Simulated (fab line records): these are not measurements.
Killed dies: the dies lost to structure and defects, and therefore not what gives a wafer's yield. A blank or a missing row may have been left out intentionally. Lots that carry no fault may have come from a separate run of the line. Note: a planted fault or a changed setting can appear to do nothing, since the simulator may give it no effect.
Struck lot and sound lot, side by side ; flow gf180mcu ; 14 out of 602 route steps
Sound: the wafers L209.2, L209.3, L209.4. Struck: wafers L221.1, L221.2, L221.3. At the end, the cause is stated.
Each step with rows lists, per side, the tool, then ch with its chambers, then its first start. Under that, the readings that differ: sound wafers ; struck wafers ; difference of the means ; sigmas: that difference in standard deviations of wafers without a fault.
alike: same words and numbers on both sides, and readings whose means sit less than 2 such deviations apart. not compared: any withheld reading, any reading some wafer has no value for, any bound like >300 that may hide the same value, and any number with overlapping values for which the record gives no deviation.
Wherever a step has rows on one side only, a row that says differs or no value, or a row with sigmas, the two part there. Non-overlapping numbers with no deviation appear without sigmas and do not part them. Lack of a reading on every wafer of one side parts them only where that side has two or more wafers.

first, 2 steps without rows for these wafers: GF_M4_CLEAN_19 (cleans in DIW); GF_V4_CVD_00 (deposits SiO2, target thk 600 nm, time 100 s).
GF_V4_THK_MEAS_01:
  sound on film metro-02 at day 23 14:11; struck on film metro-01 at day 27 12:23
  alike: V4_CVD_00_THK
GF_V4_CVD_02: deposits SiO2 from TEOS, target thk 850 nm, time 94.851 s.
  sound on pecvd-03 ch 0,1,2, day 23 14:14; struck on pecvd-01 ch 0,1,2, day 27 12:26
  alike: heater power w
  not compared: since wet clean h
GF_V4_THK_MEAS_03:
  sound on film metro-02 at day 23 14:20; struck on film metro-03 at day 27 12:31
  alike: V4_CVD_02_THK
GF_V4_CMP_04: polishes SiO2.
  sound on cmp-02 ch 1,2,3, day 23 14:23; struck on cmp-02 ch 0,2,3, day 27 12:37
  alike: motor current A, time to endpoint s
GF_V4_BOW_MEAS_05:
  sound on film metro-03 at day 23 14:43; struck on film metro-01 at day 27 12:59
  alike: V4_BOW
then, 5 steps without rows for these wafers: GF_V4_DEHYDRATE_06 (time 60 s); GF_V4_HMDS_07 (prime time 60 s); GF_V4_COAT_08; GF_V4_COAT_09 (resist thk 1000 nm); GF_V4_SOFTBAKE_10 (time 60 s).
GF_V4_EXPOSE_11: exposes mask Via4, target cd 260 nm.
  struck on krf scanner-02, day 27 23:11; sound on krf scanner-02 ch 0, day 24 02:04
  no value came back on the struck wafers for exposure dose mJ cm2, focus offset nm (nm); on the sound wafers exposure dose mJ cm2 reads 37.99 37.97 38.06
  alike: mask
then, 1 step without rows for these wafers: GF_V4_PEB_12 (peb time 90 s).

WHERE THEY PART
At GF_V4_EXPOSE_11 and nowhere else, as far as this record goes.

WHY: whatever the simulator had introduced
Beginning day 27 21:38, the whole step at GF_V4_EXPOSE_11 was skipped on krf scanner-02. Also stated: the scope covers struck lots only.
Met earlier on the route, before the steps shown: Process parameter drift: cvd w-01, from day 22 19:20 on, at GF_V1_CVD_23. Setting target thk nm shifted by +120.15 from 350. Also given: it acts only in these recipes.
